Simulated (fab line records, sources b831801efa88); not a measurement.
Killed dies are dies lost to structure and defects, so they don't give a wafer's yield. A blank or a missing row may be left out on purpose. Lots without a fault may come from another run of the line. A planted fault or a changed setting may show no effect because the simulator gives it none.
fab line records | flow sky130
record lots=6 wafers=18 last_day=50
route steps=708 shown FIELD_ISO@4 PAD_OPEN@708
lots that met no fault: from a run of the same line without faults
start_h: hours from the record's first day to the start of the lot's first wafer shown | wait_h: hours since the lot's step before | " the same as in the row above | L1.1+2: a row that stands for several wafers | - no value, or no start given | * or withheld: withheld | < > ~ a bound
route shown NAME@n: a module of which the file shows steps, and the number in the route of the first | usual: mean/standard deviation of fault-free wafers | same: alike in all rows | chamber/n: place in a boat | sites: the reading at each site | _std_site: their standard deviation | _edge_site: outer sites' mean less inner sites' | radius_mm: how far each site lies from the wafer's centre | mask NAME#n: copy n | behind: the tool/chamber that last shaped the wafer | hold: why the lot was held/for how many hours/how that ended | device: the transistor (n, p or np) that didn't switch | end of line: the same wafers' tests at the end of the route | a step without rows: its recipe alone | killed: dies lost to structure and defects at the first sort, not the wafer's yield | map: a wafer's dies, x killed, . not, _ none there
set.NAME: the setting as run; set.NAME@STEP: as run at that earlier step | model.NAME: the simulator's own value behind a step, which no gauge read
lots at some steps of the route; a table a step, a row a wafer
services: from which hour (start_h, from the record's first day; less than 0 if before it) a tool's chamber was out of use, for how many hours, and why
## steps
# step SKY_FIELD_ISO_CVD_03
# recipe material=Si3N4 precursor=DCS/NH3 target_thk_nm=165 temp_c=770 time_s=2830 pressure_mtorr=250
# step SKY_FIELD_ISO_THK_MEAS_04
# recipe reads=Si3N4_of_FIELD_ISO_CVD_03
# usual FIELD_ISO_CVD_03_THK=163.8/1.3
# columns lot.wafer tool chamber start_h wait_h FIELD_ISO_CVD_03_THK[nm]
L895.1 film_metro-03 - 21.38 0.0 164.8
L895.3 " - " " 165.3
L895.4 " - " " 164.3
L901.4 film_metro-02 - 49.71 0.0 164.3
L901.5 " - " " 163.9
L901.6 " - " " 164.2
L904.1 film_metro-02 - 65.58 0.0 162.9
L904.3 " - " " 162.6
L904.4 " - " " 162.5
L914.1 film_metro-02 - 115.53 0.0 162.5
L914.2 " - " " 163.2
L914.5 " - " " 161.7
L915.3 film_metro-03 - 119.45 0.0 164.8
L915.4 " - " " 165.8
L915.5 " - " " 166.4
L916.2 film_metro-03 - 125.56 0.0 164.3
L916.3 " - " " 162.9
L916.5 " - " " 162.4
# step SKY_FIELD_ISO_DEHYDRATE_05
# recipe temp_c=200 time_s=60
# step SKY_FIELD_ISO_HMDS_06
# recipe prime_time_s=57.78 prime_temp_c=120
# step SKY_FIELD_ISO_COAT_07
# recipe resist=BARC temp_c=withheld time_s=withheld spin_rpm=3000 resist_thk_nm=60
# step SKY_FIELD_ISO_COAT_08
# recipe resist=KrF-thick spin_rpm=3000 resist_thk_nm=450
# step SKY_FIELD_ISO_SOFTBAKE_09
# recipe temp_c=100 time_s=90 resist=KrF-thick
# step SKY_FIELD_ISO_EXPOSE_10
# recipe mask_id=FOM na=0.68 source_shape=annular sigma_inner=0.4 sigma_outer=0.8 target_cd_nm=150 dose_mj=27.55
# step SKY_FIELD_ISO_PEB_11
# recipe peb_temp_c=withheld peb_time_s=withheld resist=KrF-thick
# step SKY_FIELD_ISO_DEVELOP_12
# recipe develop_time_s=60 resist=KrF-thick dev_temp_c=21
# step SKY_FIELD_ISO_CD_MEAS_13
# recipe target_cd_nm=150
# usual cd_nm=150.0/1.7
# columns lot.wafer tool chamber start_h wait_h cd_nm
L895.1 cd_sem-02 - 36.48 - 150.4
L895.3 " - " " 149.2
L895.4 " - " " 150.9
L901.4 cd_sem-01 - 65.24 - 147.2
L901.5 " - " " 147.6
L901.6 " - " " 147.6
L904.1 cd_sem-02 - 82.78 - 151.3
L904.3 " - " " 151.0
L904.4 " - " " 151.0
L914.1 cd_sem-01 - 133.53 - 149.9
L914.2 " - " " 150.1
L914.5 " - " " 151.1
L915.3 cd_sem-01 - 138.88 - 153.0
L915.4 " - " " 152.5
L915.5 " - " " 150.6
L916.2 cd_sem-01 - 144.26 - 152.5
L916.3 " - " " 153.3
L916.5 " - " " 153.1
# step SKY_FIELD_ISO_ETCH_14
# recipe chemistry=N2/H2 target=BARC ion_energy_ev=200 source_w=500 bias_w=100 pressure_mtorr=30 n2_flow_sccm=100 h2_flow_sccm=200 stop_on=SiO2 time_s=45.9 target_depth_a=600
# usual bias_w=100.03/0.28 drypump_motor_current_A=5.6/0.58 h2_flow_sccm=200.0/0.58 oes_product_au=0.855/0.0043 throttle_valve_pct=13.226/0.009
# columns lot.wafer tool chamber start_h wait_h bias_w drypump_motor_current_A h2_flow_sccm oes_product_au rf_hours_counter_h throttle_valve_pct
L895.1 rie_diel-02 2 36.60 0.1 99.80 5.4 199.6 0.855 35 13.226
L895.3 " 1 " " 100.09 6.5 199.2 0.859 162 13.232
L895.4 " 0 " " 100.30 4.8 199.6 0.859 55 13.239
L901.4 rie_diel-03 3 65.30 0.0 99.77 6.3 200.1 0.852 70 13.225
L901.5 " 3 " " 100.24 6.3 200.2 0.849 - 13.244
L901.6 " 2 " " 100.26 6.0 200.7 0.860 - 13.220
L904.1 rie_diel-03 3 82.90 0.1 100.09 6.3 199.7 0.857 70 13.233
L904.3 " 1 " " 99.87 6.0 200.0 0.850 9 13.225
L904.4 " 2 " " 100.15 6.0 199.4 0.860 142 13.213
L914.1 rie_diel-03 0 133.65 0.1 99.65 5.7 201.0 0.854 13 13.228
L914.2 " 1 " " 100.00 6.0 200.5 0.852 9 13.227
L914.5 " 3 " " 100.26 6.4 200.1 0.857 - 13.230
L915.3 rie_diel-03 0 138.96 0.1 100.10 5.7 200.7 0.856 13 13.223
L915.4 " 1 " " 100.15 6.1 199.7 0.847 9 13.241
L915.5 " 0 " " 100.03 5.7 200.1 0.855 - 13.232
L916.2 rie_diel-02 1 144.36 0.1 99.81 6.5 199.7 0.858 0 13.236
L916.3 " 2 " " 99.67 5.4 201.0 0.861 36 13.227
L916.5 " 1 " " 99.73 6.5 200.1 0.850 - 13.231
# step SKY_FIELD_ISO_ETCH_15
# recipe chemistry=CHF3/O2 target_depth_nm=180 stop_on=Si source_w=600 bias_w=200 pressure_mtorr=40 chf3_flow_sccm=50 O2_flow_sccm=5 time_s=72
# usual bias_w=200.0/0.53 drypump_motor_current_A=5.6/0.58 oes_product_au=0.942/0.0072 throttle_valve_pct=8.844/0.0099
# columns lot.wafer tool chamber start_h wait_h bias_w drypump_motor_current_A oes_product_au rf_hours_counter_h throttle_valve_pct model.KrF-thick_of_FIELD_ISO_COAT_08.thk_nm
L895.1 rie_diel-02 2 36.65 0.0 200.6 5.4 0.947 35 8.834 239.4
L895.3 " 1 " " 200.4 6.5 0.949 162 8.831 235.1
L895.4 " 0 " " 199.9 4.8 0.955 55 8.852 239.1
L901.4 rie_diel-03 3 65.34 0.0 199.8 6.3 0.946 70 8.845 235.6
L901.5 " 3 " " 200.8 6.3 0.946 - 8.849 237.2
L901.6 " 2 " " 200.6 6.0 0.945 - 8.840 237.6
L904.1 rie_diel-03 3 82.94 0.0 200.2 6.3 0.943 70 8.855 238
L904.3 " 1 " " 199.5 6.0 0.929 9 8.851 241.2
L904.4 " 2 " " 200.0 6.0 0.921 142 8.834 241.4
L914.1 rie_diel-03 0 133.69 0.0 183.2 5.7 0.939 13 8.836 239.8
L914.2 " 1 " " 183.2 6.0 0.944 9 8.836 242.8
L914.5 " 3 " " 182.3 6.4 0.933 - 8.844 239.9
L915.3 rie_diel-03 0 139.00 0.0 182.8 5.7 0.953 14 8.846 240
L915.4 " 1 " " 182.9 6.0 0.947 9 8.841 243.2
L915.5 " 0 " " 182.7 5.7 0.959 - 8.838 239.9
L916.2 rie_diel-02 1 144.40 0.0 200.5 6.5 0.948 0 8.822 235.2
L916.3 " 2 " " 200.5 5.4 0.945 36 8.829 237.9
L916.5 " 1 " " 200.6 6.5 0.939 - 8.828 237.1
# step SKY_FIELD_ISO_STRIP_16
# recipe chemistry=O2/N2 power_w=1400 pressure_mtorr=1500 platen_temp_c=withheld o2_flow_sccm=3000 n2_flow_sccm=300 overash_fraction=0.5
# usual drypump_motor_current_A=5.5/0.52 oes_product_au=0.379/0.0046 strip_time_to_endpoint_s=3.556/0.025
# same overash_fraction=0.5
# columns lot.wafer tool chamber start_h wait_h drypump_motor_current_A oes_product_au rf_hours_counter_h strip_time_to_endpoint_s
L895.1 plasma_asher-04 1 36.70 0.0 5.2 0.377 24 3.583
L895.3 " 1 " " 5.2 0.379 - 3.542
L895.4 " 0 " " 5.0 0.386 - 3.593
L901.4 plasma_asher-02 0 65.43 0.1 5.0 0.378 - 3.539
L901.5 " 1 " " 6.1 0.378 - 3.564
L901.6 " 0 " " 5.0 0.381 - 3.559
L904.1 plasma_asher-02 1 83.00 0.0 6.1 0.380 41 3.566
L904.3 " 0 " " 5.0 0.377 - 3.596
L904.4 " 1 " " 6.1 0.372 - 3.609
L914.1 plasma_asher-02 1 133.75 0.0 6.1 0.384 2 3.590
L914.2 " 0 " " 5.0 0.375 2 3.638
L914.5 " 0 " " 5.0 0.383 - 3.589
L915.3 plasma_asher-01 1 139.09 0.1 5.7 0.385 - 3.592
L915.4 " 0 " " 6.3 0.385 - 3.633
L915.5 " 1 " " 5.6 0.383 - 3.592
L916.2 plasma_asher-02 0 144.46 0.0 5.0 0.383 2 3.528
L916.3 " 0 " " 5.0 0.382 - 3.561
L916.5 " 0 " " 5.0 0.386 - 3.564
# step SKY_PAD_OPEN_PROBE_99
# usual killed_at_M0_to_M3=45/6.8 killed_at_M4_up=3.1/2 killed_at_contacts=23/5.2 killed_at_front_end=14/3.7 killed_at_other=0.3/0.61 killed_dies=86/9 killed_on_rim=17/3.9 killed_open=46/6.9 killed_short=39/6.4
# same gross_dies=492 killed_at_back_side=0
# columns lot.wafer tool chamber start_h wait_h killed_at_M0_to_M3 killed_at_M4_up killed_at_contacts killed_at_front_end killed_at_other killed_dies killed_on_rim killed_open killed_short
L895.1 prober-02 - 1086.83 0.1 42 7 22 15 1 87 15 46 41
L895.3 prober-02 - 1086.93 0.2 45 1 27 14 0 87 17 48 39
L895.4 prober-02 - 1086.98 0.2 40 3 23 11 0 77 10 45 32
L901.4 prober-02 - 1116.18 0.2 47 1 42 13 0 103 17 50 53
L901.5 prober-02 - 1116.23 0.2 42 0 38 21 0 101 23 57 44
L901.6 prober-02 - 1116.28 0.2 47 2 20 15 3 87 20 45 42
L904.1 prober-01 - 1134.00 0.1 39 3 26 15 0 83 11 45 38
L904.3 prober-01 - 1134.10 0.2 41 0 18 13 1 73 14 45 28
L904.4 prober-01 - 1134.15 0.2 58 5 25 16 0 104 17 60 44
L914.1 prober-01 - 1187.63 0.1 45 2 19 20 0 86 16 48 38
L914.2 prober-01 - 1187.68 0.1 44 9 32 19 1 105 24 49 56
L914.5 prober-01 - 1187.83 0.2 55 10 26 10 0 101 15 51 50
L916.2 prober-02 - 1199.11 0.1 42 5 17 16 0 80 14 44 36
L916.3 prober-02 - 1199.16 0.2 49 4 21 18 2 94 21 54 40
L916.5 prober-02 - 1199.26 0.2 46 6 23 15 1 91 16 48 43
L915.3 prober-01 - 1199.77 0.2 43 4 21 13 1 82 14 36 46
L915.4 prober-01 - 1199.82 0.2 44 2 22 16 0 84 18 44 40
L915.5 prober-01 - 1199.87 0.2 38 5 14 9 0 66 19 36 30
# killed by level:class
L895.1 VIA1:geometric_particle:open=9 CONTACT:geometric_particle:open=7 METAL2:geometric_particle:short=7 VIA2:geometric_particle:open=6 POLY_GATE:geometric_particle:short=5 LI_CONTACT:geometric_particle:open=5 VIA3:geometric_particle:open=5 VIA1:geometric_particle:short=5
L895.3 VIA1:geometric_particle:open=14 CONTACT:geometric_particle:open=8 VIA1:geometric_particle:short=7 VIA3:geometric_particle:open=7 METAL1:geometric_particle:short=6 LI_CONTACT:geometric_particle:open=5 POLY_GATE:geometric_particle:short=4 LI_CONTACT:geometric_particle:short=4
L895.4 VIA1:geometric_particle:open=11 LI_CONTACT:geometric_particle:open=10 CONTACT:geometric_particle:open=6 METAL1:geometric_particle:short=6 VIA3:geometric_particle:open=6 CONTACT:geometric_particle:short=4 POLY_GATE:geometric_particle:open=3 METAL4:geometric_particle:short=3
L901.4 LI_CONTACT:geometric_particle:open=12 CONTACT:geometric_particle:open=11 LI_CONTACT:geometric_particle:short=8 VIA1:geometric_particle:open=8 VIA2:geometric_particle:short=7 VIA2:geometric_particle:open=7 METAL3:geometric_particle:short=6 CONTACT:geometric_particle:short=6
L901.5 CONTACT:geometric_particle:open=16 LI_CONTACT:geometric_particle:open=9 POLY_GATE:geometric_particle:open=8 VIA2:geometric_particle:open=8 VIA1:geometric_particle:open=7 CONTACT:geometric_particle:short=7 METAL1:geometric_particle:short=7 POLY_GATE:geometric_particle:short=5
L901.6 VIA1:geometric_particle:open=18 VIA2:geometric_particle:open=6 VIA3:geometric_particle:open=6 FIELD_ISO:geometric_particle:short=4 LI_CONTACT:geometric_particle:short=4 LI_CONTACT:geometric_particle:open=4 LOCAL_INTERCONNECT:geometric_particle:short=4 CONTACT:geometric_particle:open=4
L904.1 CONTACT:geometric_particle:open=9 VIA1:geometric_particle:open=9 METAL1:geometric_particle:short=8 FIELD_ISO:geometric_particle:open=6 CONTACT:geometric_particle:short=6 LI_CONTACT:geometric_particle:short=5 LI_CONTACT:geometric_particle:open=5 VIA2:geometric_particle:open=5
L904.3 VIA1:geometric_particle:open=11 CONTACT:geometric_particle:open=8 VIA2:geometric_particle:open=8 LI_CONTACT:geometric_particle:open=6 METAL1:geometric_particle:short=4 VIA1:geometric_particle:short=4 POLY_GATE:geometric_particle:short=3 METAL3:geometric_particle:short=3
L904.4 CONTACT:geometric_particle:open=12 VIA1:geometric_particle:open=11 VIA3:geometric_particle:open=10 VIA2:geometric_particle:open=9 METAL2:geometric_particle:short=7 LI_CONTACT:geometric_particle:open=6 METAL1:geometric_particle:short=5 VIA1:geometric_particle:short=5
L914.1 METAL2:geometric_particle:short=10 VIA1:geometric_particle:open=9 CONTACT:geometric_particle:open=8 FIELD_ISO:geometric_particle:open=6 POLY_GATE:geometric_particle:open=6 LI_CONTACT:geometric_particle:short=5 VIA2:geometric_particle:open=5 METAL1:geometric_particle:short=4
L914.2 CONTACT:geometric_particle:open=10 VIA1:geometric_particle:open=8 METAL2:geometric_particle:short=8 LI_CONTACT:geometric_particle:open=7 METAL4:geometric_particle:short=7 FIELD_ISO:geometric_particle:short=6 POLY_GATE:geometric_particle:short=6 VIA2:geometric_particle:open=6
L914.5 VIA1:geometric_particle:open=13 VIA2:geometric_particle:open=9 VIA1:geometric_particle:short=8 METAL4:geometric_particle:short=7 CONTACT:geometric_particle:short=6 LI_CONTACT:geometric_particle:open=6 CONTACT:geometric_particle:open=6 VIA3:geometric_particle:open=6
L916.2 VIA1:geometric_particle:open=8 METAL2:geometric_particle:short=7 CONTACT:geometric_particle:open=7 VIA3:geometric_particle:open=7 POLY_GATE:geometric_particle:open=6 LI_CONTACT:geometric_particle:open=6 VIA1:geometric_particle:short=5 FIELD_ISO:geometric_particle:short=4
L916.3 VIA1:geometric_particle:open=12 VIA3:geometric_particle:open=9 LI_CONTACT:geometric_particle:open=8 METAL2:geometric_particle:short=7 VIA1:geometric_particle:short=6 FIELD_ISO:geometric_particle:open=5 VIA2:geometric_particle:open=5 CONTACT:geometric_particle:open=5
L916.5 VIA1:geometric_particle:open=12 LI_CONTACT:geometric_particle:open=8 VIA3:geometric_particle:open=8 CONTACT:geometric_particle:open=6 METAL2:geometric_particle:short=6 METAL1:geometric_particle:short=5 FIELD_ISO:geometric_particle:open=4 VIA2:geometric_particle:short=4
L915.3 LI_CONTACT:geometric_particle:open=12 VIA1:geometric_particle:open=8 VIA1:geometric_particle:short=7 FIELD_ISO:geometric_particle:short=4 POLY_GATE:geometric_particle:short=4 METAL1:geometric_particle:short=4 METAL1:geometric_particle:open=4 VIA3:geometric_particle:short=4
L915.4 VIA1:geometric_particle:open=12 VIA2:geometric_particle:open=8 VIA1:geometric_particle:short=7 LI_CONTACT:geometric_particle:open=6 CONTACT:geometric_particle:open=6 METAL1:geometric_particle:short=6 FIELD_ISO:geometric_particle:short=4 LOCAL_INTERCONNECT:geometric_particle:short=4
L915.5 VIA1:geometric_particle:open=7 VIA3:geometric_particle:open=6 VIA1:geometric_particle:short=6 VIA2:geometric_particle:open=6 METAL4:geometric_particle:short=4 FIELD_ISO:geometric_particle:open=4 LI_CONTACT:geometric_particle:open=4 CONTACT:geometric_particle:open=4
## services
# columns tool chamber start_h hours kind
rie_diel-03 - 51.81 2.8 pm
plasma_asher-04 - 74.31 2.0 repair
rie_diel-03 2 76.40 3.9 repair
rie_diel-02 1 79.39 9.3 repair
plasma_asher-01 - 80.04 0.5 repair
rie_diel-03 - 96.96 22.5 repair
rie_diel-02 1 99.45 - clean
rie_diel-02 1 99.45 22.6 scheduled_down
rie_diel-02 1 99.45 22.6 vent_cycle
rie_diel-02 2 106.54 12.2 repair
plasma_asher-02 - 106.94 0.5 repair
plasma_asher-02 - 108.75 9.0 pm
plasma_asher-02 0 108.75 9.0 vent_cycle
plasma_asher-02 1 108.75 9.0 vent_cycle
plasma_asher-02 0 117.75 - clean
plasma_asher-02 1 117.75 - clean
rie_diel-03 1 120.54 2.8 repair
rie_diel-03 1 144.16 7.7 repair
## key
first_sign step=SKY_FIELD_ISO_ETCH_15 reading=bias_w direction=down sigmas=32 usual=200.0 struck=182.9
effect none on later readings
model_effect step=SKY_FIELD_ISO_ETCH_15 value=KrF-thick_of_FIELD_ISO_COAT_08.thk_nm without=236.4 struck=240.9
met_at SKY_FIELD_ISO_ETCH_15
struck_wafers L914.1,L914.2,L914.5,L915.3,L915.4,L915.5
tester_left_out L914,L915
onset_between 82.94 133.69
fault kind=process_parameter_drift tool=rie_diel-03 chamber=- onset_h=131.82 steps=SKY_FIELD_ISO_ETCH_15 channel=bias_w offset=-17.114 shape=step end_h=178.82 acts_in=these_recipes_only stated=200
# tester_left_out: of these lots the tester's yield and bins aren't shown, on N5 and GAA mostly nor the transistor test; their killed dies are dies lost to structure and defects alone, not to doping, threshold or leakage, so they don't give the yield
